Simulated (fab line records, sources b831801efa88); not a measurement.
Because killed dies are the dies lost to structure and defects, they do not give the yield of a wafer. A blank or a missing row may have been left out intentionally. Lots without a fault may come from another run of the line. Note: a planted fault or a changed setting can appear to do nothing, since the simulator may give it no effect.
fab line records	flow gf180mcu
record: lots: 24	wafers: 72	last-day: 34
route steps=602 shown NWELL@53 V2@408 M3@411 MIM@512 PASSIVATION@601
lots with no fault: from the same line, run without faults
start-h: hours from the record's opening day to when the first of the lot's shown wafers began	wait-h: hours elapsed since this lot's preceding step	" identical to the entry in the row above	L1.1+2: one row covering several wafers at once	- no value present, or no start provided	* or withheld: withheld	< > ~ a bound
route shown NAME@n: names a module that has steps shown in the file, with the first one's number in the route	usual: the fault-free wafers' mean and standard deviation	same: alike in all rows	chamber/n: place in a boat	sites: per-site readings	_std_site: the standard deviation of these	_edge_site: inner sites' mean taken away from outer sites' mean	radius-mm: for every site, how far away it sits from the centre of the wafer	mask NAME#n: copy n	behind: the most recent tool/chamber to have shaped the wafer	hold: the reason the lot was held/the length of the hold in hours/how it ended	device: the n, p or np transistor that did not switch	end of line: tests run on the same wafers once the route is complete	a step given without rows: its recipe and nothing more	killed: the dies lost at the first sort to structure and to defects; this is not the yield of the wafer	map: the dies of a wafer, with x for killed, . for not killed, _ for no die there
set.NAME: the setting the step ran with; set.NAME@STEP: the setting that earlier step ran with	model.NAME: the simulator's own value behind a step, which no gauge read
a sample of lots followed through the steps of the route, with each step as a table and each wafer as a row
services: the hour from which a tool's chamber was out of use, counted from the record's first day as start-h (under 0 if before that day), plus the number of hours and why
== steps ==
step: GF_NWELL_TW_MEAS_11
usual: NWELL_TW: 1565/11
lot.wafer	tool	chamber	start-h	wait-h	NWELL_TW
L074.3	film-metro-04	-	53.62	0.1	1569
L074.4	"	-	"	"	1567
L074.6	"	-	"	"	1568
L075.3	film-metro-03	-	61.72	0.1	1570
L075.4	"	-	"	"	1573
L075.5	"	-	"	"	1577
L076.1	film-metro-03	-	66.20	0.1	1576
L076.3	"	-	"	"	1574
L076.4	"	-	"	"	1578
L077.1	film-metro-02	-	70.52	0.1	1544
L077.3	"	-	"	"	1538
L077.6	"	-	"	"	1549
L078.2	film-metro-04	-	82.71	0.1	1573
L078.3	"	-	"	"	1573
L078.4	"	-	"	"	1571
L079.3	film-metro-03	-	85.87	0.1	1575
L079.5	"	-	"	"	1559
L079.6	"	-	"	"	1569
L080.1	film-metro-02	-	92.10	0.1	1547
L080.2	"	-	"	"	1566
L080.3	"	-	"	"	1558
L081.3	film-metro-03	-	99.82	0.1	1559
L081.4	"	-	"	"	1569
L081.6	"	-	"	"	1568
L082.1	film-metro-02	-	102.95	0.1	1554
L082.2	"	-	"	"	1555
L082.3	"	-	"	"	1550
L083.3	film-metro-02	-	105.82	0.1	1560
L083.5	"	-	"	"	1561
L083.6	"	-	"	"	1552
L084.4	film-metro-03	-	110.53	0.1	1552
L084.5	"	-	"	"	1555
L084.6	"	-	"	"	1555
L085.1	film-metro-02	-	118.75	0.1	1537
L085.4	"	-	"	"	1545
L085.6	"	-	"	"	1550
L086.1	film-metro-04	-	121.39	0.1	1568
L086.4	"	-	"	"	1562
L086.5	"	-	"	"	1567
L087.2	film-metro-04	-	126.11	0.1	1554
L087.3	"	-	"	"	1561
L087.6	"	-	"	"	1557
L088.3	film-metro-02	-	135.01	0.1	1557
L088.4	"	-	"	"	1559
L088.6	"	-	"	"	1572
L089.2	film-metro-04	-	142.83	0.1	1561
L089.5	"	-	"	"	1556
L089.6	"	-	"	"	1561
L090.1	film-metro-03	-	144.07	0.1	1575
L090.2	"	-	"	"	1578
L090.5	"	-	"	"	1573
L091.4	film-metro-04	-	148.23	0.1	1557
L091.5	"	-	"	"	1570
L091.6	"	-	"	"	1565
L092.1	film-metro-04	-	154.22	0.1	1587
L092.2	"	-	"	"	1567
L092.5	"	-	"	"	1578
L093.3	film-metro-03	-	159.96	0.1	1571
L093.4	"	-	"	"	1581
L093.6	"	-	"	"	1581
L094.3	film-metro-03	-	165.07	0.1	1575
L094.4	"	-	"	"	1582
L094.5	"	-	"	"	1583
L095.2	film-metro-02	-	170.48	0.1	1562
L095.3	"	-	"	"	1558
L095.4	"	-	"	"	1551
L096.2	film-metro-03	-	175.20	0.1	1581
L096.3	"	-	"	"	1580
L096.4	"	-	"	"	1577
L097.1	film-metro-03	-	183.29	0.1	1572
L097.2	"	-	"	"	1577
L097.6	"	-	"	"	1568
step: GF_V2_CMP_26
recipe: stop-on: SiO2	down-force-psi: 3.5	platen-rpm: 60	t-overpolish-s: 15	target-thk-nm: 0	pad-velocity-m-s: 0.94248
usual: edge-zone-pressure-frac: 1.000/0.005	motor-current-A: 11.6/1.7	overpolish-run-s: 15.000/0.0098	time-to-endpoint-s: 83/4
lot.wafer	tool	chamber	start-h	wait-h	edge-zone-pressure-frac	motor-current-A	overpolish-run-s	time-to-endpoint-s
L074.4	cmp-02	2	460.85	0.0	1.006	14.2	14.992	84
L074.3	"	3	"	"	0.998	11.3	15.005	91
L074.6	"	3	"	"	0.990	11.5	15.000	89
L075.3	cmp-01	0	473.19	0.1	1.001	12.9	15.000	84
L075.4	"	1	"	"	1.005	12.7	15.005	82
L075.5	"	3	"	"	1.003	10.1	14.995	86
L076.3	cmp-02	1	481.80	0.1	1.001	9.9	15.001	80
L076.4	"	2	"	"	1.001	14.2	15.015	85
L076.1	"	3	"	"	1.002	11.3	14.974	92
L077.3	cmp-01	1	490.87	0.1	1.009	12.7	14.993	81
L077.1	"	0	"	"	1.002	13.0	14.984	85
L077.6	"	1	"	"	0.999	13.3	15.004	83
L078.2	cmp-02	1	511.89	0.0	0.996	9.6	14.996	83
L078.3	"	2	"	"	1.000	14.0	15.018	84
L078.4	"	3	"	"	1.005	11.6	14.993	95
L079.3	cmp-01	0	517.91	0.1	1.005	12.2	14.991	85
L079.5	"	2	"	"	0.991	10.2	14.982	80
L079.6	"	3	"	"	0.997	10.2	15.000	86
L080.1	cmp-01	1	530.28	0.1	1.002	12.3	15.002	87
L080.2	"	3	"	"	1.002	11.0	15.001	90
L080.3	"	0	"	"	0.992	13.2	14.982	86
L081.4	cmp-02	1	538.95	0.0	1.000	10.1	14.997	84
L081.3	"	2	"	"	0.995	14.1	14.999	79
L081.6	"	2	"	"	0.995	14.5	15.004	84
L082.3	cmp-02	1	540.13	0.1	1.004	9.7	14.974	83
L082.1	"	2	"	"	1.002	14.4	15.004	77
L082.2	"	3	"	"	1.007	11.0	14.994	89
L083.3	cmp-02	2	547.84	0.1	1.000	14.3	14.990	84
L083.6	"	1	"	"	1.005	9.3	15.019	80
L083.5	"	2	"	"	1.001	14.7	14.994	82
L084.4	cmp-02	0	555.67	0.1	1.001	10.9	15.009	82
L084.5	"	2	"	"	1.002	14.0	15.002	83
L084.6	"	3	"	"	0.994	11.1	14.999	91
L085.4	cmp-02	3	567.11	0.1	1.000	11.0	15.002	90
L085.1	"	0	"	"	1.006	10.5	15.002	80
L085.6	"	3	"	"	0.998	11.6	15.017	89
L086.4	cmp-02	0	573.59	0.1	1.000	10.8	15.016	77
L086.1	"	1	"	"	0.996	9.5	14.980	81
L086.5	"	0	"	"	1.001	11.0	14.994	76
L087.2	cmp-02	1	579.37	0.0	1.004	9.9	15.004	83
L087.3	"	2	"	"	1.011	14.7	15.004	83
L087.6	"	1	"	"	0.997	9.9	15.009	81
L088.3	cmp-02	1	591.11	0.1	0.993	9.7	14.987	85
L088.4	"	2	"	"	1.003	14.3	15.005	82
L088.6	"	0	"	"	0.990	10.5	14.998	77
L089.2	cmp-02	0	605.09	0.4	0.994	10.8	14.992	79
L089.5	"	1	"	"	0.997	9.7	14.992	80
L089.6	"	2	"	"	0.996	14.7	15.013	79
L090.2	cmp-02	3	605.54	0.5	1.002	11.0	15.004	91
L090.1	"	1	"	"	1.008	9.8	14.994	82
L090.5	"	3	"	"	1.008	10.7	15.003	87
L091.4	cmp-02	1	610.87	0.1	0.997	9.4	14.998	79
L091.6	"	3	"	"	1.010	11.1	15.004	88
L091.5	"	0	"	"	1.007	10.9	15.009	75
L092.1	cmp-01	2	617.15	0.1	0.997	10.7	15.009	82
L092.2	"	3	"	"	1.005	10.2	15.002	91
L092.5	"	3	"	"	1.005	9.9	15.012	87
L093.3	cmp-02	2	625.47	0.0	1.001	14.2	15.005	81
L093.4	"	0	"	"	0.995	11.1	15.021	78
L093.6	"	3	"	"	0.999	11.4	14.995	88
L094.4	cmp-02	1	629.21	0.0	1.005	9.8	15.012	84
L094.3	"	2	"	"	1.002	14.2	15.002	87
L094.5	"	2	"	"	0.995	14.8	14.995	83
L095.2	cmp-02	3	635.66	0.1	0.999	11.1	15.000	88
L095.4	"	0	"	"	0.995	11.7	15.015	80
L095.3	"	1	"	"	0.996	10.2	15.005	84
L096.4	cmp-01	1	640.33	0.0	0.995	12.5	14.983	83
L096.3	"	2	"	"	0.993	10.2	14.999	78
L096.2	"	3	"	"	0.999	10.1	14.999	80
L097.2	cmp-01	3	647.12	0.0	0.998	10.1	14.999	86
L097.1	"	2	"	"	1.002	10.1	15.005	79
L097.6	"	3	"	"	0.994	10.5	14.993	87
step: GF_M3_SPUTTER_02
recipe: material: AlCu	target-thk-nm: 450	power-w: 10600	time-s: 23.9	chamber-pressure-pa: 0.4
usual: throttle-valve-pct: 30.0/0.76
lot.wafer	tool	chamber	start-h	wait-h	throttle-valve-pct
L074.3	pvd-sputter-03	-	461.28	0.0	30.7
L074.4	"	-	"	"	29.9
L074.6	"	-	"	"	30.5
L075.3	pvd-sputter-01	-	473.52	0.0	30.6
L075.4	"	-	"	"	29.2
L075.5	"	-	"	"	30.6
L076.1	pvd-sputter-02	-	482.18	0.0	29.4
L076.3	"	-	"	"	28.8
L076.4	"	-	"	"	29.5
L077.1	pvd-sputter-01	-	491.30	0.0	30.8
L077.3	"	-	"	"	29.5
L077.6	"	-	"	"	29.2
L078.2	pvd-sputter-02	-	512.34	0.0	30.9
L078.3	"	-	"	"	29.6
L078.4	"	-	"	"	29.4
L079.3	pvd-sputter-02	-	518.24	0.0	30.8
L079.5	"	-	"	"	29.6
L079.6	"	-	"	"	30.6
L080.1	pvd-sputter-02	-	530.71	0.0	28.8
L080.2	"	-	"	"	30.9
L080.3	"	-	"	"	29.5
L081.3	pvd-sputter-01	-	539.38	0.0	30.5
L081.4	"	-	"	"	30.8
L081.6	"	-	"	"	29.1
L082.1	pvd-sputter-01	-	540.51	0.0	30.4
L082.2	"	-	"	"	30.4
L082.3	"	-	"	"	29.3
L083.3	pvd-sputter-03	-	548.22	0.0	29.6
L083.5	"	-	"	"	30.6
L083.6	"	-	"	"	29.5
L084.4	pvd-sputter-01	-	556.00	0.0	30.3
L084.5	"	-	"	"	30.8
L084.6	"	-	"	"	30.6
L085.1	pvd-sputter-01	-	567.49	0.0	31.0
L085.4	"	-	"	"	30.4
L085.6	"	-	"	"	30.3
L086.1	pvd-sputter-02	-	573.97	0.0	29.8
L086.4	"	-	"	"	29.7
L086.5	"	-	"	"	29.4
L087.2	pvd-sputter-02	-	579.80	0.0	29.1
L087.3	"	-	"	"	29.7
L087.6	"	-	"	"	30.5
L088.3	pvd-sputter-02	-	591.49	0.0	29.5
L088.4	"	-	"	"	29.0
L088.6	"	-	"	"	29.4
L089.2	pvd-sputter-01	-	605.37	0.0	30.4
L089.5	"	-	"	"	30.6
L089.6	"	-	"	"	30.7
L090.1	pvd-sputter-03	-	605.97	0.0	30.6
L090.2	"	-	"	"	29.7
L090.5	"	-	"	"	28.7
L091.4	pvd-sputter-02	-	611.20	0.0	28.8
L091.5	"	-	"	"	29.7
L091.6	"	-	"	"	28.9
L092.1	pvd-sputter-01	-	617.58	0.0	30.6
L092.2	"	-	"	"	30.8
L092.5	"	-	"	"	31.1
L093.3	pvd-sputter-02	-	625.91	0.0	29.5
L093.4	"	-	"	"	30.8
L093.6	"	-	"	"	28.9
L094.3	pvd-sputter-03	-	629.64	0.0	28.8
L094.4	"	-	"	"	30.9
L094.5	"	-	"	"	30.5
L095.2	pvd-sputter-03	-	636.04	0.0	30.4
L095.3	"	-	"	"	29.8
L095.4	"	-	"	"	30.7
L096.2	pvd-sputter-02	-	640.76	0.0	31.1
L096.3	"	-	"	"	29.3
L096.4	"	-	"	"	29.6
L097.1	pvd-sputter-02	-	647.56	0.0	29.4
L097.2	"	-	"	"	29.8
L097.6	"	-	"	"	29.7
step: GF_MIM_SPUTTER_09
recipe: material: TiN	target-thk-nm: 35	power-w: 6500	time-s: 29.2	chamber-pressure-pa: 0.4
usual: throttle-valve-pct: 30.1/0.76
lot.wafer	tool	chamber	start-h	wait-h	throttle-valve-pct
L074.3	pvd-sputter-01	-	560.23	0.0	29.6
L074.4	"	-	"	"	30.7
L074.6	"	-	"	"	30.4
L075.3	pvd-sputter-01	-	573.75	0.0	30.3
L075.4	"	-	"	"	30.5
L075.5	"	-	"	"	31.2
L076.1	pvd-sputter-02	-	580.19	0.0	29.2
L076.3	"	-	"	"	29.6
L076.4	"	-	"	"	29.7
L077.1	pvd-sputter-03	-	588.91	0.0	28.9
L077.3	"	-	"	"	30.7
L077.6	"	-	"	"	29.8
L078.2	pvd-sputter-01	-	607.12	0.0	30.9
L078.3	"	-	"	"	30.4
L078.4	"	-	"	"	31.1
L079.3	pvd-sputter-03	-	612.65	0.0	30.9
L079.5	"	-	"	"	30.4
L079.6	"	-	"	"	29.8
L080.1	pvd-sputter-01	-	628.30	0.0	31.0
L080.2	"	-	"	"	29.3
L080.3	"	-	"	"	31.1
L081.3	pvd-sputter-03	-	630.99	0.0	29.5
L081.4	"	-	"	"	30.8
L081.6	"	-	"	"	30.9
L082.1	pvd-sputter-01	-	633.56	0.0	30.6
L082.2	"	-	"	"	31.4
L082.3	"	-	"	"	31.0
L083.3	pvd-sputter-01	-	640.41	0.0	29.3
L083.5	"	-	"	"	30.7
L083.6	"	-	"	"	30.4
L084.4	pvd-sputter-03	-	645.22	0.0	28.8
L084.5	"	-	"	"	30.7
L084.6	"	-	"	"	28.9
L085.1	pvd-sputter-03	-	657.80	0.0	30.7
L085.4	"	-	"	"	30.4
L085.6	"	-	"	"	30.4
L086.1	pvd-sputter-03	-	662.61	0.0	30.6
L086.4	"	-	"	"	28.8
L086.5	"	-	"	"	28.8
L087.2	pvd-sputter-01	-	666.75	0.0	30.4
L087.3	"	-	"	"	29.6
L087.6	"	-	"	"	30.6
L088.3	pvd-sputter-01	-	678.86	0.0	30.9
L088.4	"	-	"	"	30.5
L088.6	"	-	"	"	29.3
L089.2	pvd-sputter-03	-	689.72	0.0	29.6
L089.5	"	-	"	"	30.9
L089.6	"	-	"	"	28.6
L090.1	pvd-sputter-02	-	691.27	0.0	29.5
L090.2	"	-	"	"	29.5
L090.5	"	-	"	"	29.6
L091.4	pvd-sputter-03	-	695.62	0.0	28.9
L091.5	"	-	"	"	29.6
L091.6	"	-	"	"	30.6
L092.1	pvd-sputter-02	-	702.35	0.0	29.7
L092.2	"	-	"	"	30.7
L092.5	"	-	"	"	29.6
L093.3	pvd-sputter-03	-	708.26	0.0	28.9
L093.4	"	-	"	"	30.6
L093.6	"	-	"	"	29.9
L094.3	pvd-sputter-02	-	713.03	0.0	29.9
L094.4	"	-	"	"	31.0
L094.5	"	-	"	"	30.9
L095.2	pvd-sputter-03	-	719.40	0.0	30.8
L095.3	"	-	"	"	29.7
L095.4	"	-	"	"	30.7
L096.2	pvd-sputter-03	-	722.92	0.0	28.8
L096.3	"	-	"	"	30.9
L096.4	"	-	"	"	30.7
L097.1	pvd-sputter-03	-	729.69	0.0	30.8
L097.2	"	-	"	"	28.8
L097.6	"	-	"	"	30.9
step: GF_MIM_STRIP_20
recipe: chemistry: O2/N2	power-w: 1400	pressure-mtorr: 1500	platen-temp-c: 250	o2-flow-sccm: 3000	n2-flow-sccm: 300	overash-fraction: 0.5
usual: drypump-motor-current-A: 5.5/0.39	heater-power-w: 326/24	oes-product-au: 0.692/0.0047	strip-time-to-endpoint-s: 11.24/0.038
same: overash-fraction: 0.5
lot.wafer	tool	chamber	start-h	wait-h	drypump-motor-current-A	heater-power-w	oes-product-au	rf-hours-counter-h	strip-time-to-endpoint-s
L074.3	plasma-asher-04	1	581.81	0.1	5.4	345	0.687	-	11.21
L074.4	"	0	"	"	5.0	318	0.700	-	11.29
L074.6	"	0	"	"	4.9	332	0.695	-	11.20
L075.3	plasma-asher-02	1	595.03	0.1	6.0	353	0.689	-	11.25
L075.4	"	0	"	"	5.6	313	0.692	-	11.25
L075.5	"	1	"	"	6.0	336	0.690	-	11.26
L076.1	plasma-asher-04	1	600.72	0.0	5.4	353	0.683	83	11.17
L076.3	"	1	"	"	5.4	338	0.692	-	11.15
L076.4	"	0	"	"	5.0	325	0.699	-	11.22
L077.1	plasma-asher-03	1	609.52	0.0	5.9	279	0.691	97	11.21
L077.3	"	1	"	"	5.9	279	0.695	-	11.20
L077.6	"	0	"	"	4.9	340	0.686	-	11.24
L078.2	plasma-asher-02	0	627.24	0.0	5.5	312	0.694	53	11.28
L078.3	"	0	"	"	5.6	310	0.689	-	11.27
L078.4	"	1	"	"	6.0	363	0.689	-	11.27
L079.3	plasma-asher-02	1	633.53	0.1	6.0	356	0.700	-	11.31
L079.5	"	0	"	"	5.6	315	0.694	-	11.31
L079.6	"	1	"	"	6.0	351	0.692	-	11.28
L080.1	plasma-asher-04	1	647.94	0.1	5.4	341	0.683	88	11.28
L080.2	"	0	"	"	5.0	329	0.685	88	11.21
L080.3	"	1	"	"	5.4	346	0.693	-	11.27
L081.3	plasma-asher-03	1	650.53	0.1	5.9	288	0.688	-	11.22
L081.4	"	0	"	"	5.0	344	0.688	-	11.24
L081.6	"	1	"	"	5.8	280	0.696	-	11.23
L082.1	plasma-asher-02	0	653.57	0.0	5.5	312	0.689	56	11.27
L082.2	"	1	"	"	6.0	350	0.694	56	11.27
L082.3	"	1	"	"	6.0	353	0.690	-	11.29
L083.3	plasma-asher-02	0	660.15	0.1	5.6	313	0.699	-	11.25
L083.5	"	1	"	"	6.0	352	0.689	-	11.24
L083.6	"	0	"	"	5.5	316	0.689	-	11.21
L084.4	plasma-asher-04	0	664.48	0.1	5.0	337	0.695	-	11.25
L084.5	"	0	"	"	5.0	318	0.689	-	11.18
L084.6	"	1	"	"	5.4	349	0.693	-	11.19
L085.1	plasma-asher-03	0	676.85	0.1	4.9	336	0.693	104	11.25
L085.4	"	1	"	"	5.9	283	0.696	-	11.26
L085.6	"	1	"	"	5.9	286	0.693	-	11.28
L086.1	plasma-asher-02	0	681.74	0.1	5.5	314	0.692	59	11.22
L086.4	"	1	"	"	6.0	349	0.693	-	11.22
L086.5	"	0	"	"	5.5	309	0.692	-	11.18
L087.2	plasma-asher-03	0	685.90	0.1	4.9	338	0.693	105	11.24
L087.3	"	1	"	"	5.9	277	0.700	-	11.23
L087.6	"	0	"	"	5.0	338	0.689	-	11.27
L088.3	plasma-asher-02	0	697.93	0.1	5.6	316	0.689	-	11.21
L088.4	"	1	"	"	6.0	350	0.691	-	11.22
L088.6	"	0	"	"	5.5	304	0.695	-	11.25
L089.2	plasma-asher-03	0	707.57	0.0	4.9	347	0.698	107	11.24
L089.5	"	0	"	"	5.0	337	0.697	-	11.27
L089.6	"	1	"	"	5.9	279	0.682	-	11.20
L090.1	plasma-asher-03	1	709.67	0.0	5.9	279	0.694	107	11.29
L090.2	"	0	"	"	4.9	343	0.690	107	11.28
L090.5	"	0	"	"	5.0	337	0.692	-	11.25
L091.4	plasma-asher-04	1	713.31	0.1	5.4	347	0.696	-	11.28
L091.5	"	1	"	"	5.4	349	0.695	-	11.31
L091.6	"	0	"	"	4.9	324	0.693	-	11.24
L092.1	plasma-asher-03	1	720.07	0.0	5.8	279	0.692	108	11.25
L092.2	"	0	"	"	4.9	346	0.691	108	11.24
L092.5	"	1	"	"	5.8	278	0.693	-	11.23
L093.3	plasma-asher-02	1	726.30	0.1	6.0	347	0.694	-	11.25
L093.4	"	0	"	"	5.5	309	0.689	-	11.24
L093.6	"	1	"	"	6.0	354	0.695	-	11.19
L094.3	plasma-asher-02	0	731.16	0.1	5.5	313	0.695	-	11.25
L094.4	"	1	"	"	5.9	355	0.693	-	11.23
L094.5	"	1	"	"	6.0	355	0.692	-	11.21
L095.2	plasma-asher-04	0	737.09	0.1	5.0	326	0.691	98	11.24
L095.3	"	0	"	"	4.9	320	0.697	-	11.25
L095.4	"	1	"	"	5.4	346	0.698	-	11.19
L096.2	plasma-asher-04	0	741.07	0.0	5.0	326	0.698	98	11.22
L096.3	"	0	"	"	4.9	327	0.700	-	11.21
L096.4	"	1	"	"	5.4	346	0.687	-	11.18
L097.1	plasma-asher-02	0	746.77	0.0	5.5	309	0.696	66	11.19
L097.2	"	1	"	"	6.0	351	0.694	66	11.27
L097.6	"	1	"	"	6.0	349	0.700	-	11.26
step: GF_PASSIVATION_BOW_MEAS_14
recipe: mode: bow
usual: PASSIVATION_BOW: 138/10
lot.wafer	tool	chamber	start-h	wait-h	PASSIVATION_BOW[um]
L074.3	film-metro-04	-	669.95	0.0	151
L074.4	"	-	"	"	162
L074.6	"	-	"	"	156
L075.3	film-metro-02	-	681.63	0.0	132
L075.4	"	-	"	"	129
L075.5	"	-	"	"	140
L076.1	film-metro-02	-	685.64	0.0	152
L076.3	"	-	"	"	155
L076.4	"	-	"	"	155
L077.1	film-metro-04	-	694.66	0.0	129
L077.3	"	-	"	"	129
L077.6	"	-	"	"	136
L078.2	film-metro-04	-	710.13	0.0	135
L078.3	"	-	"	"	137
L078.4	"	-	"	"	133
L079.3	film-metro-02	-	716.63	0.0	140
L079.5	"	-	"	"	136
L079.6	"	-	"	"	142
L080.1	film-metro-04	-	729.84	0.0	130
L080.2	"	-	"	"	133
L080.3	"	-	"	"	137
L081.3	film-metro-02	-	730.83	0.0	139
L081.4	"	-	"	"	139
L081.6	"	-	"	"	149
L082.1	film-metro-02	-	734.06	0.0	131
L082.2	"	-	"	"	134
L082.3	"	-	"	"	136
L083.3	film-metro-02	-	739.93	0.0	131
L083.5	"	-	"	"	138
L083.6	"	-	"	"	141
L084.4	film-metro-04	-	744.85	0.1	145
L084.5	"	-	"	"	135
L084.6	"	-	"	"	141
L085.1	film-metro-04	-	754.54	0.0	126
L085.4	"	-	"	"	131
L085.6	"	-	"	"	125
L086.1	film-metro-04	-	759.41	0.0	152
L086.4	"	-	"	"	153
L086.5	"	-	"	"	165
L087.2	film-metro-03	-	763.11	0.0	146
L087.3	"	-	"	"	137
L087.6	"	-	"	"	145
L088.3	film-metro-02	-	773.43	0.0	129
L088.4	"	-	"	"	119
L088.6	"	-	"	"	118
L089.2	film-metro-02	-	783.31	0.0	132
L089.5	"	-	"	"	139
L089.6	"	-	"	"	143
L090.1	film-metro-04	-	784.89	0.0	145
L090.2	"	-	"	"	129
L090.5	"	-	"	"	141
L091.4	film-metro-03	-	786.90	0.1	143
L091.5	"	-	"	"	142
L091.6	"	-	"	"	141
L092.1	film-metro-04	-	792.76	0.0	131
L092.2	"	-	"	"	131
L092.5	"	-	"	"	133
L093.3	film-metro-04	-	800.23	0.0	139
L093.4	"	-	"	"	143
L093.6	"	-	"	"	131
L094.3	film-metro-03	-	802.00	0.0	149
L094.4	"	-	"	"	138
L094.5	"	-	"	"	141
L095.2	film-metro-04	-	806.48	0.0	144
L095.3	"	-	"	"	141
L095.4	"	-	"	"	138
L096.2	film-metro-02	-	810.56	0.0	145
L096.3	"	-	"	"	124
L096.4	"	-	"	"	148
L097.1	film-metro-02	-	814.19	0.0	116
L097.2	"	-	"	"	118
L097.6	"	-	"	"	121
== services ==
tool	chamber	start-h	hours	kind
plasma-asher-04	-	437.62	4.6	repair
cmp-01	-	492.68	2.8	repair
pvd-sputter-02	-	497.27	4.7	repair
pvd-sputter-03	0	522.52	-	consumable-replace:kit
pvd-sputter-03	0	522.52	18.0	scheduled-down
pvd-sputter-03	-	524.32	4.7	repair
pvd-sputter-01	-	533.30	1.1	repair
cmp-01	-	572.06	4.0	pm
plasma-asher-02	-	595.11	6.0	repair
pvd-sputter-02	-	617.38	1.4	repair
plasma-asher-04	-	619.69	1.0	repair
plasma-asher-02	-	621.06	0.6	repair
cmp-01	-	627.94	1.0	repair
cmp-02	-	641.20	30.9	repair
cmp-02	-	672.15	5.5	pm
plasma-asher-02	-	674.33	2.8	pm
cmp-01	-	677.89	6.9	pm
cmp-02	-	683.20	1.2	repair
plasma-asher-03	-	698.42	3.7	repair
pvd-sputter-02	-	731.14	4.5	repair
plasma-asher-03	-	733.75	9.0	pm
cmp-01	-	740.22	6.5	pm
cmp-02	-	744.25	4.0	pm
plasma-asher-03	-	744.95	14.6	pm
== key ==
fault none
